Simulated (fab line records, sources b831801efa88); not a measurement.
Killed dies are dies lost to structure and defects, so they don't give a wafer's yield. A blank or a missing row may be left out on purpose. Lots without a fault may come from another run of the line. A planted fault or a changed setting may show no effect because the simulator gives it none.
fab line records | flow sky130
record lots=14 wafers=42 last_day=51
route steps=708 shown LDD_LDN@303 SD_N@349 SD_P@359 PAD_OPEN@708
lots that met no fault: from a run of the same line without faults
start_h: hours from the record's first day to the start of the lot's first wafer shown | wait_h: hours since the lot's step before | " the same as in the row above | L1.1+2: a row that stands for several wafers | - no value, or no start given | * or withheld: withheld | < > ~ a bound
route shown NAME@n: a module of which the file shows steps, and the number in the route of the first | usual: mean/standard deviation of fault-free wafers | same: alike in all rows | chamber/n: place in a boat | sites: the reading at each site | _std_site: their standard deviation | _edge_site: outer sites' mean less inner sites' | radius_mm: how far each site lies from the wafer's centre | mask NAME#n: copy n | behind: the tool/chamber that last shaped the wafer | hold: why the lot was held/for how many hours/how that ended | device: the transistor (n, p or np) that didn't switch | end of line: the same wafers' tests at the end of the route | a step without rows: its recipe alone | killed: dies lost to structure and defects at the first sort, not the wafer's yield | map: a wafer's dies, x killed, . not, _ none there
set.NAME: the setting as run; set.NAME@STEP: as run at that earlier step | model.NAME: the simulator's own value behind a step, which no gauge read
steps of the route over a sample of lots; a table a step, a row a wafer
services: from which hour (start_h, from the record's first day; less than 0 if before it) a tool's chamber was out of use, for how many hours, and why
## steps
# step SKY_LDD_LDN_CLEAN_14
# recipe chemistry=SC1/SC2 mix=1:4:20 temp_c=70 time_s=150 dry=n2_spin
# usual bath_guard_temp_C=70.0/0.33 bath_heat_duty_pct=13.3/1.6
# columns lot.wafer tool chamber start_h wait_h bath_guard_temp_C bath_heat_duty_pct
L474.2 wet_bench-02 1 552.79 0.0 70.3 11.7
L474.4 " 1 " " 70.3 12.4
L474.5 " 1 " " 70.3 13.4
L475.3 wet_bench-01 1 557.64 0.0 69.5 15.2
L475.5 " 1 " " 69.5 14.1
L475.6 " 1 " " 69.4 13.5
L479.2 wet_bench-02 3 589.14 0.0 - -
L479.5 " 3 " " - -
L479.6 " 3 " " - -
L480.2 wet_bench-01 0 597.85 0.0 - -
L480.4 " 0 " " - -
L480.5 " 0 " " - -
L481.4 wet_bench-04 2 618.84 0.2 - -
L481.5 " 2 " " - -
L481.6 " 2 " " - -
L486.1 wet_bench-01 2 653.24 0.1 70.3 12.5
L486.3 " 2 " " 70.2 12.7
L486.5 " 2 " " 70.3 13.3
L490.4 wet_bench-04 3 680.34 0.0 69.7 14.6
L490.5 " 3 " " 69.5 14.5
L490.6 " 3 " " 69.7 15.5
L491.2 wet_bench-04 1 689.41 0.0 70.2 10.7
L491.3 " 1 " " 70.0 11.8
L491.6 " 1 " " 70.2 13.2
L492.4 wet_bench-01 3 689.70 0.0 70.6 16.0
L492.5 " 3 " " 69.9 16.8
L492.6 " 3 " " 70.4 16.4
L493.1 wet_bench-01 2 706.11 0.1 70.4 11.2
L493.3 " 2 " " 70.5 13.1
L493.4 " 2 " " 70.5 12.2
L494.3 wet_bench-01 0 709.41 0.0 70.2 13.0
L494.5 " 0 " " 69.9 13.5
L494.6 " 0 " " 69.6 11.3
L495.1 wet_bench-02 3 723.70 0.1 69.9 10.0
L495.4 " 3 " " 70.1 10.5
L495.5 " 3 " " 70.0 11.0
L496.2 wet_bench-01 1 727.04 0.0 69.6 14.8
L496.4 " 1 " " 70.0 15.0
L496.5 " 1 " " 69.4 15.1
L497.2 wet_bench-02 0 736.91 0.0 69.6 13.8
L497.5 " 0 " " 69.7 13.1
L497.6 " 0 " " 69.6 12.1
# step SKY_SD_N_CD_MEAS_07
# recipe target_cd_nm=380
# usual cd_nm=380/3.3
# columns lot.wafer tool chamber start_h wait_h cd_nm
L474.2 cd_sem-02 - 674.51 0.1 379
L474.4 " - " " 377
L474.5 " - " " 377
L475.3 cd_sem-01 - 678.65 0.1 377
L475.5 " - " " 376
L475.6 " - " " 378
L479.2 cd_sem-01 - 710.53 0.1 383
L479.5 " - " " 383
L479.6 " - " " 386
L480.2 cd_sem-01 - 715.71 0.2 380
L480.4 " - " " 380
L480.5 " - " " 381
L481.4 cd_sem-01 - 736.67 0.1 376
L481.5 " - " " 375
L481.6 " - " " 375
L486.1 cd_sem-02 - 771.49 0.1 380
L486.3 " - " " 382
L486.5 " - " " 381
L490.4 cd_sem-02 - 796.85 0.1 380
L490.5 " - " " 378
L490.6 " - " " 376
L491.2 cd_sem-01 - 804.13 0.1 374
L491.3 " - " " 373
L491.6 " - " " 372
L492.4 cd_sem-01 - 805.07 0.1 381
L492.5 " - " " 380
L492.6 " - " " 382
L493.1 cd_sem-01 - 821.34 0.1 381
L493.3 " - " " 382
L493.4 " - " " 383
L494.3 cd_sem-01 - 824.70 0.1 378
L494.5 " - " " 377
L494.6 " - " " 379
L495.1 cd_sem-01 - 838.71 0.1 377
L495.4 " - " " 373
L495.5 " - " " 376
L496.2 cd_sem-01 - 839.38 0.1 379
L496.4 " - " " 380
L496.5 " - " " 380
L497.2 cd_sem-02 - 850.11 0.1 378
L497.5 " - " " 379
L497.6 " - " " 380
# step SKY_SD_N_RS_MEAS_16
# recipe thk_meas_gauge=four-point-probe
# usual SD_N_RS=68.55/0.12
# columns lot.wafer tool chamber start_h wait_h SD_N_RS[ohm/sq]
L474.2 film_metro-02 - 675.35 0.1 68.54
L474.4 " - " " 68.72
L474.5 " - " " 68.62
L475.3 film_metro-02 - 679.49 0.1 68.76
L475.5 " - " " 68.58
L475.6 " - " " 68.71
L479.2 film_metro-04 - 711.37 0.1 68.59
L479.5 " - " " 68.57
L479.6 " - " " 68.58
L480.2 film_metro-02 - 716.55 0.1 68.62
L480.4 " - " " 68.52
L480.5 " - " " 68.58
L481.4 film_metro-01 - 737.51 0.1 68.45
L481.5 " - " " 68.49
L481.6 " - " " 68.39
L486.1 film_metro-02 - 772.33 0.1 68.60
L486.3 " - " " 68.67
L486.5 " - " " 68.55
L490.4 film_metro-01 - 797.69 0.1 68.49
L490.5 " - " " 68.41
L490.6 " - " " 68.40
L491.2 film_metro-02 - 804.97 0.1 68.68
L491.3 " - " " 68.74
L491.6 " - " " 68.72
L492.4 film_metro-01 - 805.91 0.1 68.46
L492.5 " - " " 68.34
L492.6 " - " " 68.35
L493.1 film_metro-02 - 822.18 0.1 68.73
L493.3 " - " " 68.61
L493.4 " - " " 68.65
L494.3 film_metro-02 - 825.54 0.1 68.50
L494.5 " - " " 68.63
L494.6 " - " " 68.49
L495.1 film_metro-01 - 839.56 0.1 68.40
L495.4 " - " " 68.48
L495.5 " - " " 68.47
L496.2 film_metro-01 - 840.23 0.1 68.48
L496.4 " - " " 68.47
L496.5 " - " " 68.37
L497.2 film_metro-01 - 850.95 0.1 68.52
L497.5 " - " " 68.35
L497.6 " - " " 68.47
# step SKY_SD_N_RS_MEAS_17
# recipe thk_meas_gauge=four-point-probe
# usual SD_P_RS=147.1/0.38
# columns lot.wafer tool chamber start_h wait_h SD_P_RS[ohm/sq]
L474.2 film_metro-02 - 675.47 0.1 147.2
L474.4 " - " " 146.8
L474.5 " - " " 147.0
L475.3 film_metro-02 - 679.61 0.1 147.5
L475.5 " - " " 146.9
L475.6 " - " " 147.7
L479.2 film_metro-04 - 711.49 0.1 147.0
L479.5 " - " " 147.3
L479.6 " - " " 147.5
L480.2 film_metro-02 - 716.67 0.1 147.0
L480.4 " - " " 147.0
L480.5 " - " " 147.0
L481.4 film_metro-01 - 737.63 0.1 147.4
L481.5 " - " " 147.1
L481.6 " - " " 147.3
L486.1 film_metro-02 - 772.45 0.1 147.2
L486.3 " - " " 147.6
L486.5 " - " " 147.3
L490.4 film_metro-01 - 797.81 0.1 147.1
L490.5 " - " " 146.6
L490.6 " - " " 146.8
L491.2 film_metro-02 - 805.09 0.1 147.8
L491.3 " - " " 147.7
L491.6 " - " " 147.8
L492.4 film_metro-01 - 806.03 0.1 146.8
L492.5 " - " " 147.0
L492.6 " - " " 146.7
L493.1 film_metro-02 - 822.30 0.1 147.1
L493.3 " - " " 146.6
L493.4 " - " " 147.0
L494.3 film_metro-02 - 825.66 0.1 147.0
L494.5 " - " " 147.4
L494.6 " - " " 147.3
L495.1 film_metro-01 - 839.68 0.1 147.0
L495.4 " - " " 146.6
L495.5 " - " " 146.4
L496.2 film_metro-01 - 840.35 0.1 147.1
L496.4 " - " " 147.2
L496.5 " - " " 146.7
L497.2 film_metro-01 - 851.07 0.1 147.2
L497.5 " - " " 147.3
L497.6 " - " " 147.4
# step SKY_PAD_OPEN_PROBE_99
# usual killed_at_M0_to_M3=43/6.8 killed_at_M4_up=3.3/1.9 killed_at_contacts=24/5.3 killed_at_front_end=14/4.3 killed_at_other=0.3/0.62 killed_dies=85/9.8 killed_open=46/8 killed_short=39/5.9
# same gross_dies=492 killed_at_back_side=0
# columns lot.wafer tool chamber start_h wait_h killed_at_M0_to_M3 killed_at_M4_up killed_at_contacts killed_at_front_end killed_at_other killed_dies killed_open killed_short
L479.2 prober-02 - 1134.58 0.1 44 7 21 16 0 88 38 50
L479.5 prober-02 - 1134.73 0.2 36 0 27 17 2 82 46 36
L479.6 prober-02 - 1134.78 0.2 54 3 24 20 0 101 67 34
L480.2 prober-01 - 1136.61 0.1 51 7 27 20 0 105 57 48
L480.5 prober-01 - 1136.76 0.2 44 1 16 22 0 83 42 41
L481.4 prober-02 - 1154.19 0.2 42 5 29 22 0 98 48 50
L481.5 prober-02 - 1154.24 0.2 42 8 18 20 0 88 55 33
L481.6 prober-02 - 1154.29 0.2 44 6 32 17 0 99 59 40
L493.1 prober-02 - 1210.06 0.1 34 5 22 16 0 77 38 39
L493.3 prober-02 - 1210.16 0.2 48 2 27 15 2 94 54 40
L493.4 prober-02 - 1210.21 0.2 48 4 32 18 1 103 50 53
# killed by level:class
L479.2 METAL1:geometric_particle:short=11 VIA1:geometric_particle:open=7 METAL4:geometric_particle:short=6 LI_CONTACT:geometric_particle:open=5 LOCAL_INTERCONNECT:geometric_particle:short=5 LI_CONTACT:geometric_particle:short=4 SPACER:geometric_particle:short=4 CONTACT:geometric_particle:open=4
L479.5 CONTACT:geometric_particle:open=9 LI_CONTACT:geometric_particle:open=8 VIA1:geometric_particle:open=7 METAL2:geometric_particle:short=5 VIA3:geometric_particle:open=5 VIA2:geometric_particle:open=5 FIELD_ISO:geometric_particle:short=4 SPACER:geometric_particle:open=4
L479.6 VIA3:geometric_particle:open=13 VIA1:geometric_particle:open=11 LI_CONTACT:geometric_particle:open=10 VIA2:geometric_particle:open=10 CONTACT:geometric_particle:open=9 SPACER:geometric_particle:open=6 METAL2:geometric_particle:short=6 VIA3:geometric_particle:short=5
L480.2 VIA1:geometric_particle:open=13 CONTACT:geometric_particle:open=10 CONTACT:geometric_particle:short=7 METAL2:geometric_particle:short=7 METAL4:geometric_particle:short=6 METAL3:geometric_particle:short=6 VIA3:geometric_particle:open=6 METAL1:geometric_particle:short=5
L480.5 METAL2:geometric_particle:short=8 VIA1:geometric_particle:open=8 CONTACT:geometric_particle:open=7 SPACER:geometric_particle:short=5 METAL1:geometric_particle:short=5 LI_CONTACT:geometric_particle:open=4 VIA2:geometric_particle:open=4 VIA3:geometric_particle:open=4
L481.4 CONTACT:geometric_particle:open=9 CONTACT:geometric_particle:short=7 VIA3:geometric_particle:open=7 VIA1:geometric_particle:open=6 VIA2:geometric_particle:open=6 POLY_GATE:geometric_particle:short=5 LI_CONTACT:geometric_particle:open=5 METAL2:geometric_particle:short=5
L481.5 VIA1:geometric_particle:open=17 CONTACT:geometric_particle:open=8 FIELD_ISO:geometric_particle:open=6 POLY_GATE:geometric_particle:open=4 METAL1:geometric_particle:short=4 METAL2:geometric_particle:short=4 VIA1:geometric_particle:short=4 VIA2:geometric_particle:open=4
L481.6 VIA1:geometric_particle:open=11 VIA3:geometric_particle:open=10 CONTACT:geometric_particle:open=8 LI_CONTACT:geometric_particle:open=7 CONTACT:geometric_particle:short=7 VIA2:geometric_particle:open=6 POLY_GATE:geometric_particle:short=5 METAL4:geometric_particle:short=5
L493.1 METAL2:geometric_particle:short=8 LI_CONTACT:geometric_particle:open=7 CONTACT:geometric_particle:open=7 VIA3:geometric_particle:open=7 FIELD_ISO:geometric_particle:open=6 LOCAL_INTERCONNECT:geometric_particle:short=5 METAL4:geometric_particle:short=5 VIA1:geometric_particle:open=4
L493.3 VIA2:geometric_particle:open=12 VIA1:geometric_particle:open=11 CONTACT:geometric_particle:open=10 FIELD_ISO:geometric_particle:short=6 LOCAL_INTERCONNECT:geometric_particle:short=6 CONTACT:geometric_particle:short=5 FIELD_ISO:geometric_particle:open=4 LI_CONTACT:geometric_particle:open=4
L493.4 CONTACT:geometric_particle:open=15 VIA1:geometric_particle:open=11 VIA3:geometric_particle:short=7 METAL3:geometric_particle:short=7 FIELD_ISO:geometric_particle:short=6 LI_CONTACT:geometric_particle:open=6 CONTACT:geometric_particle:short=5 SPACER:geometric_particle:open=4
## services
# columns tool chamber start_h hours kind
wet_bench-02 - 591.00 36.8 repair
wet_bench-01 - 609.61 3.4 repair
wet_bench-01 - 695.12 4.4 pm
## key
first_sign step=SKY_LDD_LDN_CLEAN_14 reading=tool_record direction=missing
effect none on later readings
met_at SKY_LDD_LDN_CLEAN_14
struck_lots L479,L480,L481
tester_left_out L479,L480,L481
not_acting_at SKY_SD_N_CD_MEAS_07,SKY_SD_N_RS_MEAS_16,SKY_SD_N_RS_MEAS_17
onset_between 557.64 589.14
fault kind=skipped_step_whole tool=wet_bench-01,wet_bench-02,wet_bench-04 chamber=- onset_h=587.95 steps=SKY_LDD_LDN_CLEAN_14 scope=struck_lots_only
# tester_left_out: of these lots the tester's yield and bins aren't shown, on N5 and GAA mostly nor the transistor test; their killed dies are dies lost to structure and defects alone, not to doping, threshold or leakage, so they don't give the yield
